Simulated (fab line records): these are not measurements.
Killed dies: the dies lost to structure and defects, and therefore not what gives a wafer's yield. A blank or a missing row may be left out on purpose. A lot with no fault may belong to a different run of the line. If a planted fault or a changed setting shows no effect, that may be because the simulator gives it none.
fab line records    flow sky130
record lots=7  wafers=21  lastDay=48
route steps=708 shown SONOS_TUNNEL@158 SONOS_ONO@168 GATE_OXIDE@187 PAD_OPEN@708
lots that met no fault: from a run of the same line without faults
startH: start of the lot's first displayed wafer, in hours after the record's first day    waitH: time in hours since the lot's previous step    " repeats the value in the row above    L1.1+2: one row covering several wafers at once    - no value, or no start was given    * or withheld: withheld    < > ~ a bound
route shown NAME@n: a module of which the file shows steps, and the number in the route of the first    usual: average and standard deviation across the fault-free wafers    same: alike in all rows    chamber/n: place in a boat    sites: each site's reading    _std_site: their standard deviation    _edge_site: mean of outer sites minus mean of inner sites    radiusMm: for every site, how far away it sits from the centre of the wafer    mask NAME#n: copy n    behind: the most recent tool/chamber to have shaped the wafer    hold: what put the lot on hold/how long, in hours/how the hold closed    device: names the non-switching transistor (n, p or np)    end of line: at the end of the route, the tests of the same wafers    where a step has no rows: the recipe by itself    killed: at the first sort, the dies lost to defects and structure; wafer yield is something else    map: dies across one wafer; x = killed, . = not, _ = none there
set.NAME: the setting the step ran with; set.NAME@STEP: the setting that earlier step ran with    model.NAME: the simulator's own value behind a step, which no gauge read
lots at selected steps of the route; one table per step, one row per wafer
services: a tool's chamber out of use, with start hour (startH, from the record's first day; less than 0 if before it), hours out, and reason
## steps
# step SKY_SONOS_TUNNEL_EXPOSE_04
# recipe maskId=TUNM  na=0.6  sourceShape=conventional  sigmaOuter=0.6  polarization=unpolarized  targetCdNm=410  doseMj=136
# step SKY_SONOS_TUNNEL_PEB_05
# recipe tempC=withheld  timeS=*  resist=NOVOLAK
# step SKY_SONOS_TUNNEL_DEVELOP_06
# recipe resist=NOVOLAK  developer=TMAH  developTimeS=60  devTempC=23
# step SKY_SONOS_TUNNEL_CD_MEAS_07
# recipe targetCdNm=410
# usual cdNm=410.2/2.2
lot.wafer  tool      chamber  startH  waitH  cdNm
L294.1     cdSem-01  -        262.50  0.1    407.7
L294.4     "         -        "       "      408.2
L294.5     "         -        "       "      409.7
L295.4     cdSem-01  -        265.16  0.1    411.7
L295.5     "         -        "       "      412.6
L295.6     "         -        "       "      412.8
L296.2     cdSem-02  -        273.17  0.1    410.1
L296.5     "         -        "       "      408.9
L296.6     "         -        "       "      408.8
L301.1     cdSem-01  -        312.84  0.1    406.9
L301.3     "         -        "       "      407.4
L301.5     "         -        "       "      408.4
L302.2     cdSem-01  -        321.51  0.1    415.7
L302.3     "         -        "       "      413.0
L302.5     "         -        "       "      415.5
L303.3     cdSem-02  -        327.28  0.1    408.4
L303.5     "         -        "       "      408.5
L303.6     "         -        "       "      409.1
L304.1     cdSem-01  -        336.97  0.1    411.3
L304.2     "         -        "       "      413.1
L304.4     "         -        "       "      412.9
# step SKY_SONOS_TUNNEL_OVL_MEAS_08
# usual SONOS_TUNNEL_OVL=0.4/1.4
lot.wafer  tool        chamber  startH  waitH  SONOS_TUNNEL_OVL[nm]
L294.1     overlay-01  -        262.62  0.1    2.3
L294.4     "           -        "       "      -0.5
L294.5     "           -        "       "      2.1
L295.4     overlay-02  -        265.24  0.1    0.2
L295.5     "           -        "       "      1.9
L295.6     "           -        "       "      0.1
L296.2     overlay-01  -        273.28  0.1    0.8
L296.5     "           -        "       "      0.2
L296.6     "           -        "       "      0.1
L301.1     overlay-01  -        312.96  0.1    0.4
L301.3     "           -        "       "      -3.1
L301.5     "           -        "       "      -1.8
L302.2     overlay-02  -        321.61  0.1    -1.2
L302.3     "           -        "       "      0.8
L302.5     "           -        "       "      -0.2
L303.3     overlay-02  -        327.37  0.1    0.1
L303.5     "           -        "       "      1.1
L303.6     "           -        "       "      0.6
L304.1     overlay-02  -        337.09  0.1    0.5
L304.2     "           -        "       "      0.9
L304.4     "           -        "       "      -0.2
# step SKY_SONOS_TUNNEL_IMPLANT_09
# recipe species=B  energyKev=20  doseCm2=1e+12  tiltDeg=withheld
# step SKY_SONOS_TUNNEL_WET_ETCH_10
# recipe chemistry=dHF  targetDepthNm=14  target=SiO2  dilution=100:1  tempC=25  timeS=280
# step SKY_SONOS_TUNNEL_STRIP_11
# recipe chemistry=SPM  timeS=600  tempC=130
# step SKY_SONOS_TUNNEL_TW_MEAS_12
# usual SONOS_TUNNEL_TW=196.3/1.8
lot.wafer  tool          chamber  startH  waitH  SONOS_TUNNEL_TW
L294.1     filmMetro-03  -        263.09  0.0    199.9
L294.4     "             -        "       "      199.9
L294.5     "             -        "       "      200.2
L295.4     filmMetro-02  -        265.70  0.0    196.1
L295.5     "             -        "       "      196.2
L295.6     "             -        "       "      196.4
L296.2     filmMetro-01  -        273.73  0.0    196.0
L296.5     "             -        "       "      195.3
L296.6     "             -        "       "      195.5
L301.1     filmMetro-01  -        313.42  0.0    195.4
L301.3     "             -        "       "      194.2
L301.5     "             -        "       "      194.9
L302.2     filmMetro-03  -        322.09  0.0    199.2
L302.3     "             -        "       "      199.4
L302.5     "             -        "       "      200.5
L303.3     filmMetro-02  -        327.84  0.0    196.4
L303.5     "             -        "       "      196.4
L303.6     "             -        "       "      195.8
L304.1     filmMetro-03  -        337.55  0.0    198.6
L304.2     "             -        "       "      199.1
L304.4     "             -        "       "      201.2
# step SKY_SONOS_TUNNEL_CLEAN_13
# recipe chemistry=dHF  timeS=20  dilution=100:1  dry=ipaMarangoni
# step SKY_SONOS_ONO_OXIDATION_00
# recipe tempC=800  ambient=O2  idleTempC=700  rampUpCPerMin=10  rampDownCPerMin=3  stabiliseS=600  purgeS=300  targetThkA=26  oxTimeS=1249
# step SKY_SONOS_ONO_THK_MEAS_01
# recipe reads=SiO2_of_SONOS_ONO_OXIDATION_00
# usual SONOS_ONO_OXIDATION_THK=2.59/0.06
lot.wafer  tool          chamber  startH  waitH  SONOS_ONO_OXIDATION_THK[nm]
L294.1     filmMetro-01  -        264.88  0.0    2.60
L294.4     "             -        "       "      2.67
L294.5     "             -        "       "      2.65
L295.4     filmMetro-04  -        267.43  0.0    2.66
L295.5     "             -        "       "      2.70
L295.6     "             -        "       "      2.66
L296.2     filmMetro-04  -        275.15  0.0    2.70
L296.5     "             -        "       "      2.66
L296.6     "             -        "       "      2.71
L301.1     filmMetro-01  -        315.57  0.0    2.65
L301.3     "             -        "       "      2.64
L301.5     "             -        "       "      2.62
L302.2     filmMetro-02  -        324.05  0.0    2.50
L302.3     "             -        "       "      2.43
L302.5     "             -        "       "      2.52
L303.3     filmMetro-01  -        332.21  0.0    2.60
L303.5     "             -        "       "      2.59
L303.6     "             -        "       "      2.61
L304.1     filmMetro-02  -        342.49  0.0    2.61
L304.2     "             -        "       "      2.61
L304.4     "             -        "       "      2.60
# step SKY_SONOS_ONO_CVD_02
# recipe material=Si3N4  precursor=DCS/NH3  targetThkNm=10.5  tempC=770  timeS=180  pressureMtorr=250
# usual zonePowerCentrePct=12.6/0.73
lot.wafer  tool      chamber  startH  waitH  zonePowerCentrePct
L294.1     lpcvd-02  1        265.65  0.8    13.4
L294.4     "         1        "       "      13.4
L294.5     "         1        "       "      13.4
L295.4     lpcvd-02  0        269.91  2.5    12.0
L295.5     "         0        "       "      11.7
L295.6     "         0        "       "      11.8
L296.2     lpcvd-02  0        275.20  0.0    12.0
L296.5     "         0        "       "      11.9
L296.6     "         0        "       "      12.0
L301.1     lpcvd-02  1        315.63  0.1    13.4
L301.3     "         1        "       "      13.5
L301.5     "         1        "       "      13.5
L302.2     lpcvd-02  1        338.46  14.4   13.3
L302.3     "         1        "       "      13.3
L302.5     "         1        "       "      13.3
L303.3     lpcvd-02  0        338.46  6.2    11.9
L303.5     "         0        "       "      12.0
L303.6     "         0        "       "      11.9
L304.1     lpcvd-02  0        345.07  2.6    11.9
L304.2     "         0        "       "      11.7
L304.4     "         0        "       "      11.9
# step SKY_SONOS_ONO_THK_MEAS_03
# recipe reads=Si3N4_of_SONOS_ONO_CVD_02
# usual SONOS_ONO_CVD_02_THK=10.60/0.13
lot.wafer  tool          chamber  startH  waitH  SONOS_ONO_CVD_02_THK[nm]
L294.1     filmMetro-01  -        267.29  0.1    10.55
L294.4     "             -        "       "      10.64
L294.5     "             -        "       "      10.59
L295.4     filmMetro-01  -        270.99  0.0    10.76
L295.5     "             -        "       "      10.67
L295.6     "             -        "       "      10.78
L296.2     filmMetro-04  -        276.26  0.0    10.66
L296.5     "             -        "       "      10.74
L296.6     "             -        "       "      10.74
L301.1     filmMetro-04  -        316.68  0.0    10.51
L301.3     "             -        "       "      10.57
L301.5     "             -        "       "      10.50
L302.2     filmMetro-04  -        339.52  0.0    10.70
L302.3     "             -        "       "      10.65
L302.5     "             -        "       "      10.70
L303.3     filmMetro-01  -        339.53  0.0    10.64
L303.5     "             -        "       "      10.57
L303.6     "             -        "       "      10.49
L304.1     filmMetro-01  -        346.12  0.0    10.60
L304.2     "             -        "       "      10.58
L304.4     "             -        "       "      10.63
# step SKY_SONOS_ONO_CVD_04
# recipe material=SiO2  precursor=SiH4/N2O  targetThkNm=5.7199  tempC=900  pressureMtorr=400
# step SKY_SONOS_ONO_THK_MEAS_05
# recipe reads=SiO2_of_SONOS_ONO_CVD_04
# usual SONOS_ONO_CVD_04_THK=5.69/0.11
lot.wafer  tool          chamber  startH  waitH  SONOS_ONO_CVD_04_THK[nm]
L294.1     filmMetro-04  -        269.79  0.0    5.70
L294.4     "             -        "       "      5.76
L294.5     "             -        "       "      5.66
L295.4     filmMetro-01  -        272.30  0.0    5.70
L295.5     "             -        "       "      5.60
L295.6     "             -        "       "      5.57
L296.2     filmMetro-01  -        277.57  0.0    5.87
L296.5     "             -        "       "      5.83
L296.6     "             -        "       "      5.84
L301.1     filmMetro-01  -        317.99  0.0    5.68
L301.3     "             -        "       "      5.58
L301.5     "             -        "       "      5.62
L302.2     filmMetro-04  -        341.46  0.0    5.60
L302.3     "             -        "       "      5.52
L302.5     "             -        "       "      5.62
L303.3     filmMetro-02  -        341.47  0.0    5.58
L303.5     "             -        "       "      5.76
L303.6     "             -        "       "      5.61
L304.1     filmMetro-04  -        348.05  0.0    5.70
L304.2     "             -        "       "      5.60
L304.4     "             -        "       "      5.60
# step SKY_SONOS_ONO_DEHYDRATE_06
# recipe tempC=200  timeS=60
# step SKY_SONOS_ONO_HMDS_07
# recipe primeTimeS=60  primeTempC=120
# step SKY_SONOS_ONO_COAT_08
# recipe resist=NOVOLAK  spinRpm=3000  resistThkNm=1140
# step SKY_SONOS_ONO_SOFTBAKE_09
# recipe tempC=90  timeS=60  resist=NOVOLAK
# step SKY_SONOS_ONO_EXPOSE_10
# recipe maskId=ONOM  targetCdNm=410  na=0.6  sourceShape=conventional  sigmaOuter=0.6  doseMj=150
# step SKY_SONOS_ONO_PEB_11
# recipe tempC=withheld  timeS=*  resist=NOVOLAK
# step SKY_SONOS_ONO_DEVELOP_12
# recipe developTimeS=60  devTempC=23
# step SKY_SONOS_ONO_CD_MEAS_13
# recipe targetCdNm=410
# usual cdNm=410.5/2
lot.wafer  tool      chamber  startH  waitH  cdNm
L294.1     cdSem-01  -        294.72  0.1    411.3
L294.4     "         -        "       "      410.6
L294.5     "         -        "       "      411.0
L295.4     cdSem-02  -        297.03  0.1    406.4
L295.5     "         -        "       "      407.1
L295.6     "         -        "       "      407.2
L296.2     cdSem-02  -        302.29  0.1    411.3
L296.5     "         -        "       "      407.9
L296.6     "         -        "       "      411.9
L301.1     cdSem-01  -        343.92  0.1    408.2
L301.3     "         -        "       "      407.2
L301.5     "         -        "       "      410.6
L303.3     cdSem-01  -        368.91  0.1    408.3
L303.5     "         -        "       "      409.5
L303.6     "         -        "       "      410.1
L302.2     cdSem-02  -        369.04  0.1    410.5
L302.3     "         -        "       "      411.5
L302.5     "         -        "       "      411.6
L304.1     cdSem-02  -        375.87  0.1    409.6
L304.2     "         -        "       "      409.3
L304.4     "         -        "       "      410.6
# step SKY_SONOS_ONO_OVL_MEAS_14
# usual SONOS_ONO_OVL=-1.0/1.2
lot.wafer  tool        chamber  startH  waitH  SONOS_ONO_OVL[nm]
L294.1     overlay-02  -        294.84  0.1    -0.5
L294.4     "           -        "       "      -1.4
L294.5     "           -        "       "      -0.4
L295.4     overlay-01  -        297.11  0.1    -1.3
L295.5     "           -        "       "      -3.1
L295.6     "           -        "       "      -2.4
L296.2     overlay-02  -        302.40  0.1    1.4
L296.5     "           -        "       "      -0.2
L296.6     "           -        "       "      0.1
L301.1     overlay-02  -        344.04  0.1    -0.2
L301.3     "           -        "       "      -0.9
L301.5     "           -        "       "      -1.3
L303.3     overlay-01  -        369.01  0.1    1.4
L303.5     "           -        "       "      0.7
L303.6     "           -        "       "      -0.8
L302.2     overlay-01  -        369.15  0.1    -0.6
L302.3     "           -        "       "      0.6
L302.5     "           -        "       "      -1.2
L304.1     overlay-01  -        375.99  0.1    -2.9
L304.2     "           -        "       "      -1.8
L304.4     "           -        "       "      -0.9
# step SKY_SONOS_ONO_ETCH_15
# recipe targetDepthNm=19.52  chemistry=CHF3/O2  sourceW=600  biasW=200  pressureMtorr=40  chf3FlowSccm=50  O2_flow_sccm=5  timeS=7.8
# usual drypumpMotorCurrentA=5.4/0.39  oesProductAu=1.000/0.0089  throttleValvePct=8.825/0.0096
lot.wafer  tool        chamber  startH  waitH  drypumpMotorCurrentA  oesProductAu  rfHoursCounterH  throttleValvePct
L294.1     rieDiel-04  2        294.88  0.0    5.5                   0.993         36               8.825
L294.4     "           3        "       "      4.7                   1.004         108              8.831
L294.5     "           1        "       "      5.3                   0.994         -                8.820
L295.4     rieDiel-04  0        297.13  0.0    5.2                   0.996         121              8.814
L295.5     "           3        "       "      4.7                   0.994         -                8.825
L295.6     "           2        "       "      5.5                   1.000         -                8.834
L296.2     rieDiel-03  3        302.43  0.0    5.9                   0.988         24               8.807
L296.5     "           0        "       "      5.8                   0.991         -                8.821
L296.6     "           1        "       "      5.5                   1.026         -                8.840
L301.1     rieDiel-03  0        344.08  0.0    5.8                   0.984         9                8.820
L301.3     "           3        "       "      5.9                   1.010         25               8.819
L301.5     "           2        "       "      5.4                   0.991         -                8.828
L303.3     rieDiel-04  2        369.03  0.0    5.5                   1.006         37               8.824
L303.5     "           0        "       "      5.2                   1.001         -                8.841
L303.6     "           3        "       "      4.7                   1.017         -                8.834
L302.2     rieDiel-02  3        369.18  0.0    5.2                   1.008         51               8.808
L302.3     "           1        "       "      6.3                   1.004         89               8.843
L302.5     "           2        "       "      5.2                   1.011         -                8.820
L304.1     rieDiel-04  0        376.03  0.0    5.2                   0.998         1                8.815
L304.2     "           1        "       "      5.3                   0.998         2                8.810
L304.4     "           2        "       "      5.4                   1.002         37               8.829
# step SKY_SONOS_ONO_WET_ETCH_16
# recipe chemistry=dHF  targetDepthNm=14  dry=n2Spin  target=SiO2  dilution=100:1  tempC=25  timeS=280
# step SKY_SONOS_ONO_STRIP_17
# recipe chemistry=O2/N2  powerW=1400  pressureMtorr=1500  platenTempC=withheld  o2FlowSccm=3000  n2FlowSccm=300  overashFraction=0.5
# usual drypumpMotorCurrentA=6.0/0.51  n2FlowSccm=300.0/0.96  oesProductAu=0.710/0.0043  stripTimeToEndpointS=14.09/0.036
# same overashFraction=0.5
lot.wafer  tool            chamber  startH  waitH  drypumpMotorCurrentA  n2FlowSccm  oesProductAu  rfHoursCounterH  stripTimeToEndpointS
L294.1     plasmaAsher-01  1        294.99  0.0    5.8                   299.6       0.716         18               14.12
L294.4     "               0        "       "      6.6                   300.4       0.716         -                14.08
L294.5     "               1        "       "      5.8                   300.0       0.710         -                14.13
L295.4     plasmaAsher-03  0        297.27  0.0    5.9                   300.2       0.715         -                14.07
L295.5     "               0        "       "      6.0                   300.0       0.714         -                14.07
L295.6     "               1        "       "      6.2                   301.4       0.712         -                14.02
L296.2     plasmaAsher-02  0        302.54  0.0    4.9                   299.3       0.707         49               14.07
L296.5     "               1        "       "      6.0                   298.6       0.718         -                14.02
L296.6     "               0        "       "      5.0                   299.9       0.713         -                14.00
L301.1     plasmaAsher-01  1        344.19  0.0    5.8                   299.6       0.708         23               14.06
L301.3     "               0        "       "      6.7                   300.1       0.711         -                14.08
L301.5     "               0        "       "      6.6                   300.6       0.712         -                14.11
L303.3     plasmaAsher-01  1        369.17  0.0    5.8                   301.4       0.712         -                14.12
L303.5     "               1        "       "      5.8                   302.2       0.716         -                14.09
L303.6     "               0        "       "      6.6                   300.6       0.707         -                14.09
L302.2     plasmaAsher-02  1        369.29  0.0    6.1                   300.0       0.714         55               14.10
L302.3     "               1        "       "      6.1                   300.5       0.715         -                14.10
L302.5     "               0        "       "      4.9                   300.1       0.707         -                14.07
L304.1     plasmaAsher-03  1        376.14  0.0    6.2                   300.7       0.709         66               14.08
L304.2     "               0        "       "      5.9                   300.9       0.710         66               14.08
L304.4     "               0        "       "      5.9                   301.5       0.708         -                14.14
# step SKY_SONOS_ONO_WET_ETCH_18
# recipe chemistry=H3PO4  targetDepthNm=15  target=Si3N4  tempC=160  timeS=172
# step SKY_GATE_OXIDE_CLEAN_00
# recipe chemistry=SC1/SC2  mix=1:4:20  tempC=70  timeS=150  dry=n2Spin
# step SKY_GATE_OXIDE_OXIDATION_01
# recipe tempC=900  ambient=O2  stabiliseS=600  purgeS=300  targetThkA=102.68  oxTimeS=1473
# step SKY_GATE_OXIDE_THK_MEAS_02
# recipe reads=SiO2_of_GATE_OXIDE_OXIDATION_01
# usual GATE_OXIDE_OXIDATION_00_THK=10.24/0.21
lot.wafer  tool          chamber  startH  waitH  GATE_OXIDE_OXIDATION_00_THK[nm]
L294.1     filmMetro-04  -        297.67  0.0    10.58
L294.4     "             -        "       "      10.43
L294.5     "             -        "       "      10.53
L295.4     filmMetro-02  -        299.81  0.0    10.34
L295.5     "             -        "       "      10.26
L295.6     "             -        "       "      10.49
L296.2     filmMetro-03  -        304.83  0.0    10.30
L296.5     "             -        "       "      10.45
L296.6     "             -        "       "      10.13
L301.1     filmMetro-02  -        346.59  0.0    10.34
L301.3     "             -        "       "      10.10
L301.5     "             -        "       "      10.15
L302.2     filmMetro-02  -        372.10  0.0    10.02
L302.3     "             -        "       "      10.24
L302.5     "             -        "       "      10.20
L303.3     filmMetro-03  -        372.11  0.0    10.25
L303.5     "             -        "       "      10.25
L303.6     "             -        "       "      10.36
L304.1     filmMetro-02  -        379.41  0.0    9.99
L304.2     "             -        "       "      9.98
L304.4     "             -        "       "      10.10
# step SKY_GATE_OXIDE_DEHYDRATE_03
# recipe tempC=200  timeS=60
# step SKY_GATE_OXIDE_HMDS_04
# recipe primeTimeS=60  primeTempC=120
# step SKY_GATE_OXIDE_COAT_05
# recipe resist=NOVOLAK  spinRpm=3000  resistThkNm=1140
# step SKY_GATE_OXIDE_SOFTBAKE_06
# recipe tempC=90  timeS=60  resist=NOVOLAK
# step SKY_GATE_OXIDE_EXPOSE_07
# recipe maskId=LVOM  na=0.6  sourceShape=conventional  sigmaOuter=0.6  polarization=unpolarized  targetCdNm=600  doseMj=170
# step SKY_GATE_OXIDE_PEB_08
# recipe tempC=withheld  timeS=*  resist=NOVOLAK
# step SKY_GATE_OXIDE_DEVELOP_09
# recipe resist=NOVOLAK  developer=TMAH  developTimeS=60  devTempC=23
# step SKY_GATE_OXIDE_OVL_MEAS_10
# usual GATE_OXIDE_OVL=-0.2/1.5
lot.wafer  tool        chamber  startH  waitH  GATE_OXIDE_OVL[nm]
L294.1     overlay-02  -        323.82  0.1    0.8
L294.4     "           -        "       "      -0.1
L294.5     "           -        "       "      -0.7
L295.4     overlay-02  -        325.86  0.1    -1.9
L295.5     "           -        "       "      -3.3
L295.6     "           -        "       "      -2.3
L296.2     overlay-01  -        330.83  0.1    -3.4
L296.5     "           -        "       "      -1.7
L296.6     "           -        "       "      -1.2
L301.1     overlay-01  -        374.72  0.1    0.7
L301.3     "           -        "       "      -1.1
L301.5     "           -        "       "      -1.7
L302.2     overlay-01  -        399.93  0.1    0.2
L302.3     "           -        "       "      1.9
L302.5     "           -        "       "      1.4
L303.3     overlay-01  -        400.50  0.1    -0.3
L303.5     "           -        "       "      0.1
L303.6     "           -        "       "      -0.8
L304.1     overlay-01  -        408.14  0.1    0.6
L304.2     "           -        "       "      0.7
L304.4     "           -        "       "      1.5
# step SKY_GATE_OXIDE_IMPLANT_11
# recipe species=B  energyKev=10  doseCm2=2.6e+12  tiltDeg=withheld
# step SKY_GATE_OXIDE_WET_ETCH_12
# recipe chemistry=dHF  targetDepthNm=16.8  dry=n2Spin  target=SiO2  dilution=100:1  tempC=25  timeS=336
# step SKY_PAD_OPEN_PROBE_99
# usual killed_at_M0_to_M3=44/7.4  killed_at_M4_up=3.0/1.8  killedAtContacts=24/5.1  killedAtFrontEnd=15/4.3  killedAtOther=0.3/0.54  killedDies=86/9.9  killedOnRim=17/3.9  killedOpen=47/7.1  killedShort=38/6.7
# same grossDies=492  killedAtBackSide=0
lot.wafer  tool       chamber  startH   waitH  killed_at_M0_to_M3  killed_at_M4_up  killedAtContacts  killedAtFrontEnd  killedAtOther  killedDies  killedOnRim  killedOpen  killedShort
L296.2     prober-02  -        1098.84  0.1    33                  2                27                9                 0              71          18           40          31
L296.5     prober-02  -        1098.99  0.2    48                  2                30                17                2              99          22           53          46
L296.6     prober-02  -        1099.04  0.2    47                  4                24                20                0              95          24           51          44
L302.2     prober-01  -        1144.03  0.1    49                  3                31                44                0              127         28           65          34
L302.3     prober-01  -        1144.08  0.2    44                  4                24                40                0              112         28           46          34
L302.5     prober-01  -        1144.18  0.2    54                  3                19                46                0              122         31           52          40
L303.3     prober-02  -        1145.85  0.2    44                  2                27                47                0              120         22           50          37
L303.5     prober-02  -        1145.95  0.2    43                  3                22                45                0              113         27           40          37
L303.6     prober-02  -        1146.00  0.2    31                  3                35                46                0              115         24           52          28
L304.1     prober-01  -        1149.48  0.1    31                  10               26                52                0              119         26           43          38
L304.2     prober-01  -        1149.53  0.1    46                  3                24                54                0              127         23           51          39
L304.4     prober-01  -        1149.63  0.2    43                  6                18                42                0              109         22           36          36
# killed by level:class
L296.2 VIA1:geometricParticle:open=9 CONTACT:geometricParticle:open=9 CONTACT:geometricParticle:short=7 VIA2:geometricParticle:open=7 LOCAL_INTERCONNECT:geometricParticle:short=4 VIA2:geometricParticle:short=4 POLY_GATE:geometricParticle:open=3 LI_CONTACT:geometricParticle:open=3
L296.5 CONTACT:geometricParticle:open=12 VIA1:geometricParticle:open=8 LI_CONTACT:geometricParticle:open=7 VIA2:geometricParticle:open=7 FIELD_ISO:geometricParticle:open=5 LOCAL_INTERCONNECT:geometricParticle:short=5 METAL1:geometricParticle:short=5 VIA3:geometricParticle:open=5
L296.6 VIA1:geometricParticle:open=13 FIELD_ISO:geometricParticle:short=7 LI_CONTACT:geometricParticle:open=7 VIA1:geometricParticle:short=7 CONTACT:geometricParticle:short=6 CONTACT:geometricParticle:open=6 VIA2:geometricParticle:open=6 VIA3:geometricParticle:open=6
L302.2 SONOS_ONO:unspecified=28 VIA1:geometricParticle:open=21 CONTACT:geometricParticle:open=14 LI_CONTACT:geometricParticle:open=6 METAL1:geometricParticle:short=6 FIELD_ISO:geometricParticle:open=5 VIA3:geometricParticle:open=5 POLY_GATE:geometricParticle:open=4
L302.3 SONOS_ONO:unspecified=32 VIA1:geometricParticle:open=10 CONTACT:geometricParticle:open=9 METAL2:geometricParticle:short=7 METAL1:geometricParticle:short=6 VIA3:geometricParticle:open=6 LI_CONTACT:geometricParticle:open=5 VIA2:geometricParticle:open=4
L302.5 SONOS_ONO:unspecified=30 VIA1:geometricParticle:open=13 LI_CONTACT:geometricParticle:open=8 VIA2:geometricParticle:open=7 VIA3:geometricParticle:open=6 FIELD_ISO:geometricParticle:open=5 METAL2:geometricParticle:short=5 POLY_GATE:geometricParticle:short=4
L303.3 SONOS_ONO:unspecified=33 VIA2:geometricParticle:open=10 LI_CONTACT:geometricParticle:open=9 VIA1:geometricParticle:open=9 CONTACT:geometricParticle:short=6 POLY_GATE:geometricParticle:open=6 LI_CONTACT:geometricParticle:short=5 VIA1:geometricParticle:short=5
L303.5 SONOS_ONO:unspecified=36 CONTACT:geometricParticle:open=10 VIA1:geometricParticle:open=8 METAL1:geometricParticle:short=7 VIA2:geometricParticle:open=7 CONTACT:geometricParticle:short=6 VIA1:geometricParticle:short=5 VIA3:geometricParticle:open=5
L303.6 SONOS_ONO:unspecified=35 CONTACT:geometricParticle:open=15 LI_CONTACT:geometricParticle:open=9 VIA1:geometricParticle:open=8 LOCAL_INTERCONNECT:geometricParticle:short=6 VIA3:geometricParticle:open=5 VIA1:geometricParticle:short=4 FIELD_ISO:geometricParticle:open=3
L304.1 SONOS_ONO:unspecified=38 VIA1:geometricParticle:open=10 CONTACT:geometricParticle:open=8 METAL4:geometricParticle:short=7 LI_CONTACT:geometricParticle:open=6 VIA2:geometricParticle:open=6 FIELD_ISO:geometricParticle:short=4 LI_CONTACT:geometricParticle:short=4
L304.2 SONOS_ONO:unspecified=37 CONTACT:geometricParticle:open=12 VIA1:geometricParticle:open=10 METAL1:geometricParticle:short=8 VIA3:geometricParticle:open=7 METAL2:geometricParticle:short=6 POLY_GATE:geometricParticle:short=5 LI_CONTACT:geometricParticle:open=5
L304.4 SONOS_ONO:unspecified=37 VIA3:geometricParticle:open=10 METAL2:geometricParticle:short=9 CONTACT:geometricParticle:open=6 VIA2:geometricParticle:open=5 VIA1:geometricParticle:short=4 VIA1:geometricParticle:open=4 METAL4:geometricParticle:short=4
# map L302.2 (x killed, . not)
__________x..x....x._________
________xxx.......x..._______
______xxxxx.x..x........_____
_____xxxxxx.......x.x.x..____
____xxxxxx.xx.......x.....___
___xxxxxx.xxx.x...x....x..x__
__.x..xxxxxx..xxx..x........_
_.xx...x.....................
_.........x..............x.xx
_..xx......xx.x.....xx.......
_........x....x...x.......x..
_.......x.......x....x....xx.
_......x.........xx...x......
_..x.x...xx.....x.x.....x...x
_x.............x.xx...x...x..
__..x...xx....x...x.xx...x.._
___.......x............x...__
____.........x...x.x...xxx___
_____x.......x.xx........____
______.....x....x....x.._____
________...xx....xx..._______
__________...xx....x_________
# map L303.3 (x killed, . not)
__________.......x.._________
________..x.xx......x._______
______.................._____
_____...x....x...........____
____..xx..........x.x....x___
___xxxx......x.xxxx..x.....__
__xxxx.x.....x..........x..._
_xxxxxx....x...x..xx.........
_xxxxxx.x.............x......
_xxxxxx...x.......x.......x..
_xxxxxx...x..xx..............
_xx.x.x.x.xxx....x.x..x.x.x..
_x..xx...x...................
_x.x.xx....x......x.x..xx...x
_....x........xx..xx..xx.....
__......x....x...xx........._
___.............x..x..x...x__
____..x........x........x.___
_____.......x.....x......____
______.....xx.x.....x.x._____
________...x.........x_______
__________.x........_________
## services
tool            chamber  startH  hours  kind
plasmaAsher-01  -        255.79  0.8    repair
plasmaAsher-01  -        257.47  2.8    pm
rieDiel-02      3        271.33  3.1    repair
rieDiel-04      2        297.76  2.1    repair
plasmaAsher-03  -        306.54  2.8    pm
lpcvd-02        -        321.08  15.6   pm
rieDiel-04      0        322.23  -      clean
rieDiel-04      0        322.23  19.7   scheduledDown
rieDiel-04      0        322.23  19.7   ventCycle
rieDiel-02      0        334.26  8.1    repair
rieDiel-04      1        334.97  4.6    repair
rieDiel-02      2        345.49  1.3    repair
rieDiel-04      2        360.39  7.6    repair
## key
firstSign step=SKY_PAD_OPEN_PROBE_99  reading=killedAtFrontEnd  direction=up  sigmas=7.2  usual=15  struck=46
effect step=SKY_PAD_OPEN_PROBE_99  reading=killedDies  direction=up  sigmas=3.3  usual=86  struck=118
metAt SKY_SONOS_ONO_CVD_02
struckWafers L302.2,L302.3,L302.5,L303.3,L303.5,L303.6,L304.1,L304.2,L304.4
testerLeftOut L302,L303,L304
onsetBetween 315.63 338.46
alsoFits time
fault kind=chamberParticleSource  tool=lpcvd-02  chamber=-  onsetH=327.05  steps=SKY_SONOS_ONO_CVD_02  ratePerVisitCm2=1.0665  endH=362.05
# testerLeftOut: of these lots the tester's yield and bins aren't shown, on N5 and GAA mostly nor the transistor test; their killed dies are dies lost to structure and defects alone, not to doping, threshold or leakage, so they don't give the yield
